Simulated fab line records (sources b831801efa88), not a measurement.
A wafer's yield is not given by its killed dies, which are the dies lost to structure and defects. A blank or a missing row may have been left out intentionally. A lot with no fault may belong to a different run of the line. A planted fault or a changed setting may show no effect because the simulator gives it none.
Which tool is to blame? || flow sky130 || 24 lots with 72 wafers sampled at 4 steps, on a route of 708 steps

WHAT EACH GAUGE READ, for each wafer
SKY_LDD_N_TW_MEAS_17. Usual: for LDD_N_TW the level is 2581 and the standard deviation is 14.
{"lot": "L075", "measured": "day 17 20:38", "on": "film-metro-03", "LDD_N_TW": "2566 2572 2569", "flag": ""}
{"lot": "L074", "measured": "day 17 21:55", "on": "film-metro-03", "LDD_N_TW": "2583 2576 2578", "flag": ""}
{"lot": "L076", "measured": "day 18 10:35", "on": "film-metro-01", "LDD_N_TW": "2594 2573 2575", "flag": ""}
{"lot": "L077", "measured": "day 18 17:32", "on": "film-metro-03", "LDD_N_TW": "2581 2574 2577", "flag": ""}
{"lot": "L078", "measured": "day 19 06:26", "on": "film-metro-01", "LDD_N_TW": "2582 2584 2587", "flag": ""}
{"lot": "L079", "measured": "day 19 14:54", "on": "film-metro-04", "LDD_N_TW": "2590 2591 2593", "flag": ""}
{"lot": "L080", "measured": "day 19 23:09", "on": "film-metro-01", "LDD_N_TW": "2570 2582 2574", "flag": ""}
{"lot": "L082", "measured": "day 20 10:44", "on": "film-metro-03", "LDD_N_TW": "2565 2570 2566", "flag": ""}
{"lot": "L081", "measured": "day 20 14:14", "on": "film-metro-03", "LDD_N_TW": "2575 2572 2570", "flag": ""}
{"lot": "L083", "measured": "day 21 01:44", "on": "film-metro-04", "LDD_N_TW": "2570 2586 2584", "flag": ""}
{"lot": "L084", "measured": "day 21 12:35", "on": "film-metro-03", "LDD_N_TW": "2551 2544 2548", "flag": ""}
{"lot": "L085", "measured": "day 21 21:11", "on": "film-metro-04", "LDD_N_TW": "2582 2574 2574", "flag": ""}
{"lot": "L087", "measured": "day 22 08:49", "on": "film-metro-03", "LDD_N_TW": "2560 2572 2559", "flag": ""}
{"lot": "L086", "measured": "day 22 23:14", "on": "film-metro-04", "LDD_N_TW": "2587 2598 2595", "flag": ""}
{"lot": "L088", "measured": "day 23 00:29", "on": "film-metro-01", "LDD_N_TW": "2588 2595 2599", "flag": ""}
{"lot": "L089", "measured": "day 23 09:23", "on": "film-metro-04", "LDD_N_TW": "2575 2584 2575", "flag": ""}
{"lot": "L091", "measured": "day 24 15:51", "on": "film-metro-04", "LDD_N_TW": "2588 2598 2574", "flag": ""}
{"lot": "L090", "measured": "day 24 22:07", "on": "film-metro-04", "LDD_N_TW": "2587 2594 2594", "flag": ""}
{"lot": "L093", "measured": "day 25 03:00", "on": "film-metro-04", "LDD_N_TW": "2578 2597 2595", "flag": ""}
{"lot": "L094", "measured": "day 25 06:52", "on": "film-metro-03", "LDD_N_TW": "2577 2580 2582", "flag": ""}
{"lot": "L092", "measured": "day 25 08:41", "on": "film-metro-01", "LDD_N_TW": "2578 2611 2599", "flag": ""}
{"lot": "L095", "measured": "day 25 15:13", "on": "film-metro-04", "LDD_N_TW": "2587 2603 2599", "flag": ""}
{"lot": "L096", "measured": "day 25 21:47", "on": "film-metro-04", "LDD_N_TW": "2598 2596 2594", "flag": ""}
{"lot": "L097", "measured": "day 26 09:45", "on": "film-metro-04", "LDD_N_TW": "2594 2579 2593", "flag": ""}

SKY_LDD_P_OVL_MEAS_08. Usual: for LDD_P_OVL the level is -0.8 nm and the standard deviation is 1.6.
{"lot": "L075", "measured": "day 19 01:52", "on": "overlay-01", "LDD_P_OVL (nm)": "0.0 1.5 0.7", "flag": ""}
{"lot": "L074", "measured": "day 19 03:43", "on": "overlay-02", "LDD_P_OVL (nm)": "-3.1 -3.9 -3.2", "flag": ""}
{"lot": "L076", "measured": "day 19 17:08", "on": "overlay-01", "LDD_P_OVL (nm)": "-0.1 0.0 1.1", "flag": ""}
{"lot": "L077", "measured": "day 20 00:48", "on": "overlay-01", "LDD_P_OVL (nm)": "-2.8 -1.4 -2.8", "flag": ""}
{"lot": "L078", "measured": "day 20 13:19", "on": "overlay-01", "LDD_P_OVL (nm)": "1.2 1.5 2.7", "flag": ""}
{"lot": "L079", "measured": "day 20 22:08", "on": "overlay-01", "LDD_P_OVL (nm)": "-0.8 0.5 -1.0", "flag": ""}
{"lot": "L080", "measured": "day 21 05:52", "on": "overlay-02", "LDD_P_OVL (nm)": "-1.6 -2.2 -3.0", "flag": ""}
{"lot": "L082", "measured": "day 21 17:41", "on": "overlay-02", "LDD_P_OVL (nm)": "0.4 0.8 1.3", "flag": ""}
{"lot": "L081", "measured": "day 21 20:43", "on": "overlay-02", "LDD_P_OVL (nm)": "-4.0 -2.6 -5.2", "flag": ""}
{"lot": "L083", "measured": "day 22 08:44", "on": "overlay-01", "LDD_P_OVL (nm)": "-2.6 -1.6 -1.5", "flag": ""}
{"lot": "L084", "measured": "day 22 19:25", "on": "overlay-01", "LDD_P_OVL (nm)": "-0.2 -0.1 -1.0", "flag": ""}
{"lot": "L085", "measured": "day 23 03:32", "on": "overlay-02", "LDD_P_OVL (nm)": "-0.5 -1.2 -0.7", "flag": ""}
{"lot": "L087", "measured": "day 23 14:58", "on": "overlay-01", "LDD_P_OVL (nm)": "-1.2 0.3 0.0", "flag": ""}
{"lot": "L086", "measured": "day 24 05:14", "on": "overlay-01", "LDD_P_OVL (nm)": "1.1 -0.4 0.4", "flag": ""}
{"lot": "L088", "measured": "day 24 07:17", "on": "overlay-01", "LDD_P_OVL (nm)": "-2.9 -0.7 -1.5", "flag": ""}
{"lot": "L089", "measured": "day 24 15:31", "on": "overlay-01", "LDD_P_OVL (nm)": "1.6 0.5 0.0", "flag": ""}
{"lot": "L091", "measured": "day 25 20:59", "on": "overlay-02", "LDD_P_OVL (nm)": "-1.4 -0.9 -0.2", "flag": ""}
{"lot": "L090", "measured": "day 26 04:02", "on": "overlay-01", "LDD_P_OVL (nm)": "1.7 2.1 2.8", "flag": ""}
{"lot": "L093", "measured": "day 26 08:35", "on": "overlay-02", "LDD_P_OVL (nm)": "-0.1 -2.0 -0.7", "flag": ""}
{"lot": "L094", "measured": "day 26 11:52", "on": "overlay-02", "LDD_P_OVL (nm)": "-1.8 -0.7 -2.2", "flag": ""}
{"lot": "L092", "measured": "day 26 14:32", "on": "overlay-01", "LDD_P_OVL (nm)": "-0.5 -1.3 -0.9", "flag": ""}
{"lot": "L095", "measured": "day 26 20:25", "on": "overlay-02", "LDD_P_OVL (nm)": "-3.0 -2.2 -2.9", "flag": ""}
{"lot": "L096", "measured": "day 27 03:35", "on": "overlay-02", "LDD_P_OVL (nm)": "-0.2 -0.4 -0.9", "flag": ""}
{"lot": "L097", "measured": "day 27 14:59", "on": "overlay-02", "LDD_P_OVL (nm)": "-1.6 -2.8 -2.8", "flag": ""}

SKY_CONTACT_OVL_MEAS_15. Usual: for CONTACT_OVL the level is 0 nm and the standard deviation is 6.2.
{"lot": "L075", "measured": "day 31 18:10", "on": "overlay-02", "CONTACT_OVL (nm)": "9 11 6", "flag": ""}
{"lot": "L074", "measured": "day 31 18:31", "on": "overlay-02", "CONTACT_OVL (nm)": "-5 -2 -5", "flag": ""}
{"lot": "L076", "measured": "day 32 04:56", "on": "overlay-02", "CONTACT_OVL (nm)": "0 0 -7", "flag": ""}
{"lot": "L077", "measured": "day 32 13:43", "on": "overlay-01", "CONTACT_OVL (nm)": "6 0 3", "flag": ""}
{"lot": "L078", "measured": "day 33 00:07", "on": "overlay-01", "CONTACT_OVL (nm)": "-4 -5 -1", "flag": ""}
{"lot": "L079", "measured": "day 33 05:02", "on": "overlay-02", "CONTACT_OVL (nm)": "-1 -5 -7", "flag": ""}
{"lot": "L080", "measured": "day 33 15:05", "on": "overlay-02", "CONTACT_OVL (nm)": "8 6 2", "flag": ""}
{"lot": "L082", "measured": "day 33 22:53", "on": "overlay-02", "CONTACT_OVL (nm)": "5 9 5", "flag": ""}
{"lot": "L081", "measured": "day 34 02:25", "on": "overlay-02", "CONTACT_OVL (nm)": "-5 -4 1", "flag": ""}
{"lot": "L083", "measured": "day 34 13:23", "on": "overlay-02", "CONTACT_OVL (nm)": "14 3 12", "flag": ""}
{"lot": "L084", "measured": "day 34 21:45", "on": "overlay-02", "CONTACT_OVL (nm)": "-5 -8 -9", "flag": ""}
{"lot": "L085", "measured": "day 35 06:20", "on": "overlay-02", "CONTACT_OVL (nm)": "6 9 6", "flag": ""}
{"lot": "L087", "measured": "day 35 14:04", "on": "overlay-01", "CONTACT_OVL (nm)": "4 3 4", "flag": ""}
{"lot": "L086", "measured": "day 36 02:05", "on": "overlay-01", "CONTACT_OVL (nm)": "2 6 4", "flag": ""}
{"lot": "L088", "measured": "day 36 05:17", "on": "overlay-02", "CONTACT_OVL (nm)": "-4 -7 -5", "flag": ""}
{"lot": "L089", "measured": "day 36 11:46", "on": "overlay-02", "CONTACT_OVL (nm)": "-1 -1 -7", "flag": ""}
{"lot": "L091", "measured": "day 37 14:55", "on": "overlay-01", "CONTACT_OVL (nm)": "1 -4 1", "flag": ""}
{"lot": "L090", "measured": "day 37 17:29", "on": "overlay-02", "CONTACT_OVL (nm)": "-11 -15 -20", "flag": ""}
{"lot": "L093", "measured": "day 37 21:55", "on": "overlay-02", "CONTACT_OVL (nm)": "-4 -2 2", "flag": ""}
{"lot": "L094", "measured": "day 38 03:20", "on": "overlay-01", "CONTACT_OVL (nm)": "2 4 3", "flag": ""}
{"lot": "L092", "measured": "day 38 05:53", "on": "overlay-01", "CONTACT_OVL (nm)": "-2 -9 -7", "flag": ""}
{"lot": "L095", "measured": "day 38 09:47", "on": "overlay-02", "CONTACT_OVL (nm)": "1 0 -1", "flag": ""}
{"lot": "L096", "measured": "day 38 16:44", "on": "overlay-02", "CONTACT_OVL (nm)": "4 1 1", "flag": ""}
{"lot": "L097", "measured": "day 39 01:11", "on": "overlay-01", "CONTACT_OVL (nm)": "4 2 1", "flag": ""}

WHICH TOOL RAN EACH LOT (tool, then ch and the chambers of the sampled wafers, then the start)
{"lot": "L075", "SKY_RES_XHIGH_STRIP_08": "plasma-asher-04 ch 0,1, day 26 19:35"}
{"lot": "L074", "SKY_RES_XHIGH_STRIP_08": "plasma-asher-02 ch 0,1, day 26 19:53"}
{"lot": "L076", "SKY_RES_XHIGH_STRIP_08": "plasma-asher-03 ch 0,1, day 27 09:23"}
{"lot": "L077", "SKY_RES_XHIGH_STRIP_08": "plasma-asher-02 ch 0,1, day 27 17:02"}
{"lot": "L078", "SKY_RES_XHIGH_STRIP_08": "plasma-asher-02 ch 0,1, day 28 03:48"}
{"lot": "L079", "SKY_RES_XHIGH_STRIP_08": "plasma-asher-02 ch 0,1, day 28 11:41"}
{"lot": "L080", "SKY_RES_XHIGH_STRIP_08": "plasma-asher-02 ch 0, day 28 20:18"}
{"lot": "L082", "SKY_RES_XHIGH_STRIP_08": "plasma-asher-03 ch 1, day 29 05:03"}
{"lot": "L081", "SKY_RES_XHIGH_STRIP_08": "plasma-asher-03 ch 0,1, day 29 07:42"}
{"lot": "L083", "SKY_RES_XHIGH_STRIP_08": "plasma-asher-03 ch 0,1, day 29 20:23"}
{"lot": "L084", "SKY_RES_XHIGH_STRIP_08": "plasma-asher-04 ch 1, day 30 05:56"}
{"lot": "L085", "SKY_RES_XHIGH_STRIP_08": "plasma-asher-04 ch 0,1, day 30 13:21"}
{"lot": "L087", "SKY_RES_XHIGH_STRIP_08": "plasma-asher-03 ch 0,1, day 30 23:23"}
{"lot": "L086", "SKY_RES_XHIGH_STRIP_08": "plasma-asher-04 ch 0,1, day 31 12:32"}
{"lot": "L088", "SKY_RES_XHIGH_STRIP_08": "plasma-asher-02 ch 0,1, day 31 14:26"}
{"lot": "L089", "SKY_RES_XHIGH_STRIP_08": "plasma-asher-03 ch 0,1, day 31 21:03"}
{"lot": "L091", "SKY_RES_XHIGH_STRIP_08": "plasma-asher-03 ch 0,1, day 33 00:50"}
{"lot": "L090", "SKY_RES_XHIGH_STRIP_08": "plasma-asher-04 ch 0,1, day 33 06:47"}
{"lot": "L093", "SKY_RES_XHIGH_STRIP_08": "plasma-asher-04 ch 0,1, day 33 09:54"}
{"lot": "L094", "SKY_RES_XHIGH_STRIP_08": "plasma-asher-04 ch 0,1, day 33 14:44"}
{"lot": "L092", "SKY_RES_XHIGH_STRIP_08": "plasma-asher-03 ch 0,1, day 33 17:29"}
{"lot": "L095", "SKY_RES_XHIGH_STRIP_08": "plasma-asher-04 ch 0,1, day 33 21:57"}
{"lot": "L096", "SKY_RES_XHIGH_STRIP_08": "plasma-asher-03 ch 1, day 34 04:42"}
{"lot": "L097", "SKY_RES_XHIGH_STRIP_08": "plasma-asher-03 ch 0,1, day 34 14:20"}
- SKY_RES_XHIGH_STRIP_08: strips in O2/N2.

WHAT THE TOOLS THEMSELVES READ (means of the sampled wafers that have a number; where no wafer has one, the mark that the record gives instead)
SKY_RES_XHIGH_STRIP_08. Usual: chamber-pressure-mTorr 1500.1 mTorr, standard deviation 1.3; drypump-motor-current-A 5.59 A, standard deviation 0.21; oes-product-au 0.711 a.u., standard deviation 0.0046; strip-time-to-endpoint-s 14.28 s, standard deviation 0.037.
{"lot": "L075", "tool": "plasma-asher-04", "chamber-pressure-mTorr (mTorr)": 1501.0, "drypump-motor-current-A (A)": 5.58, "oes-product-au (a.u.)": 0.711, "strip-time-to-endpoint-s (s)": 14.32, "flag": ""}
{"lot": "L074", "tool": "plasma-asher-02", "chamber-pressure-mTorr (mTorr)": 1499.6, "drypump-motor-current-A (A)": 5.47, "oes-product-au (a.u.)": 0.711, "strip-time-to-endpoint-s (s)": 14.29, "flag": ""}
{"lot": "L076", "tool": "plasma-asher-03", "chamber-pressure-mTorr (mTorr)": 1500.0, "drypump-motor-current-A (A)": 5.60, "oes-product-au (a.u.)": 0.708, "strip-time-to-endpoint-s (s)": 14.25, "flag": ""}
{"lot": "L077", "tool": "plasma-asher-02", "chamber-pressure-mTorr (mTorr)": 1499.4, "drypump-motor-current-A (A)": 5.49, "oes-product-au (a.u.)": 0.711, "strip-time-to-endpoint-s (s)": 14.26, "flag": ""}
{"lot": "L078", "tool": "plasma-asher-02", "chamber-pressure-mTorr (mTorr)": 1500.5, "drypump-motor-current-A (A)": 5.50, "oes-product-au (a.u.)": 0.718, "strip-time-to-endpoint-s (s)": 14.28, "flag": ""}
{"lot": "L079", "tool": "plasma-asher-02", "chamber-pressure-mTorr (mTorr)": 1500.2, "drypump-motor-current-A (A)": 5.50, "oes-product-au (a.u.)": 0.710, "strip-time-to-endpoint-s (s)": 14.27, "flag": ""}
{"lot": "L080", "tool": "plasma-asher-02", "chamber-pressure-mTorr (mTorr)": 1500.4, "drypump-motor-current-A (A)": 5.48, "oes-product-au (a.u.)": 0.709, "strip-time-to-endpoint-s (s)": 14.25, "flag": ""}
{"lot": "L082", "tool": "plasma-asher-03", "chamber-pressure-mTorr (mTorr)": 1499.8, "drypump-motor-current-A (A)": 5.96, "oes-product-au (a.u.)": 0.710, "strip-time-to-endpoint-s (s)": 14.33, "flag": ""}
{"lot": "L081", "tool": "plasma-asher-03", "chamber-pressure-mTorr (mTorr)": 1500.9, "drypump-motor-current-A (A)": 5.76, "oes-product-au (a.u.)": 0.713, "strip-time-to-endpoint-s (s)": 14.30, "flag": ""}
{"lot": "L083", "tool": "plasma-asher-03", "chamber-pressure-mTorr (mTorr)": 1501.8, "drypump-motor-current-A (A)": 5.78, "oes-product-au (a.u.)": 0.711, "strip-time-to-endpoint-s (s)": 14.33, "flag": ""}
{"lot": "L084", "tool": "plasma-asher-04", "chamber-pressure-mTorr (mTorr)": 1501.4, "drypump-motor-current-A (A)": 5.38, "oes-product-au (a.u.)": 0.712, "strip-time-to-endpoint-s (s)": 14.34, "flag": ""}
{"lot": "L085", "tool": "plasma-asher-04", "chamber-pressure-mTorr (mTorr)": 1500.8, "drypump-motor-current-A (A)": 5.60, "oes-product-au (a.u.)": 0.712, "strip-time-to-endpoint-s (s)": 14.30, "flag": ""}
{"lot": "L087", "tool": "plasma-asher-03", "chamber-pressure-mTorr (mTorr)": 1499.6, "drypump-motor-current-A (A)": 5.78, "oes-product-au (a.u.)": 0.716, "strip-time-to-endpoint-s (s)": 14.29, "flag": ""}
{"lot": "L086", "tool": "plasma-asher-04", "chamber-pressure-mTorr (mTorr)": 1499.3, "drypump-motor-current-A (A)": 5.60, "oes-product-au (a.u.)": 0.708, "strip-time-to-endpoint-s (s)": 14.31, "flag": ""}
{"lot": "L088", "tool": "plasma-asher-02", "chamber-pressure-mTorr (mTorr)": 1499.6, "drypump-motor-current-A (A)": 5.52, "oes-product-au (a.u.)": 0.710, "strip-time-to-endpoint-s (s)": 14.22, "flag": ""}
{"lot": "L089", "tool": "plasma-asher-03", "chamber-pressure-mTorr (mTorr)": 1500.3, "drypump-motor-current-A (A)": 5.78, "oes-product-au (a.u.)": 0.714, "strip-time-to-endpoint-s (s)": 14.33, "flag": ""}
{"lot": "L091", "tool": "plasma-asher-03", "chamber-pressure-mTorr (mTorr)": 1499.8, "drypump-motor-current-A (A)": 5.62, "oes-product-au (a.u.)": 0.712, "strip-time-to-endpoint-s (s)": 14.20, "flag": ""}
{"lot": "L090", "tool": "plasma-asher-04", "chamber-pressure-mTorr (mTorr)": 1499.1, "drypump-motor-current-A (A)": 5.49, "oes-product-au (a.u.)": 0.708, "strip-time-to-endpoint-s (s)": 14.29, "flag": ""}
{"lot": "L093", "tool": "plasma-asher-04", "chamber-pressure-mTorr (mTorr)": 1499.7, "drypump-motor-current-A (A)": 5.60, "oes-product-au (a.u.)": 0.716, "strip-time-to-endpoint-s (s)": 14.25, "flag": ""}
{"lot": "L094", "tool": "plasma-asher-04", "chamber-pressure-mTorr (mTorr)": 1500.1, "drypump-motor-current-A (A)": 5.58, "oes-product-au (a.u.)": 0.714, "strip-time-to-endpoint-s (s)": 14.26, "flag": ""}
{"lot": "L092", "tool": "plasma-asher-03", "chamber-pressure-mTorr (mTorr)": 1501.4, "drypump-motor-current-A (A)": 5.60, "oes-product-au (a.u.)": 0.712, "strip-time-to-endpoint-s (s)": 14.30, "flag": ""}
{"lot": "L095", "tool": "plasma-asher-04", "chamber-pressure-mTorr (mTorr)": 1499.6, "drypump-motor-current-A (A)": 5.50, "oes-product-au (a.u.)": 0.710, "strip-time-to-endpoint-s (s)": 14.27, "flag": ""}
{"lot": "L096", "tool": "plasma-asher-03", "chamber-pressure-mTorr (mTorr)": 1498.8, "drypump-motor-current-A (A)": 5.96, "oes-product-au (a.u.)": 0.712, "strip-time-to-endpoint-s (s)": 14.26, "flag": ""}
{"lot": "L097", "tool": "plasma-asher-03", "chamber-pressure-mTorr (mTorr)": 1501.9, "drypump-motor-current-A (A)": 5.78, "oes-product-au (a.u.)": 0.711, "strip-time-to-endpoint-s (s)": 14.30, "flag": ""}

THE ANSWER, worked out from the rows above alone
Rule: a lot counts as off when the mean over its wafers that have a number is more than 3 standard deviations away from the usual mean. Also off: a lot with no number at a reading for which 4 or more lots have one. Any other lot the step has rows for is counted as sound. The gauges are gone through in route order, then the tools' own readings, and for those a lot's mean is taken as printed above. At the first step where some lot is off, the reading lying furthest off is the one used; lots without a number count as furthest.
No lot is off at any reading shown: from this, nothing can be told.

WHAT THE SIMULATOR PUT IN
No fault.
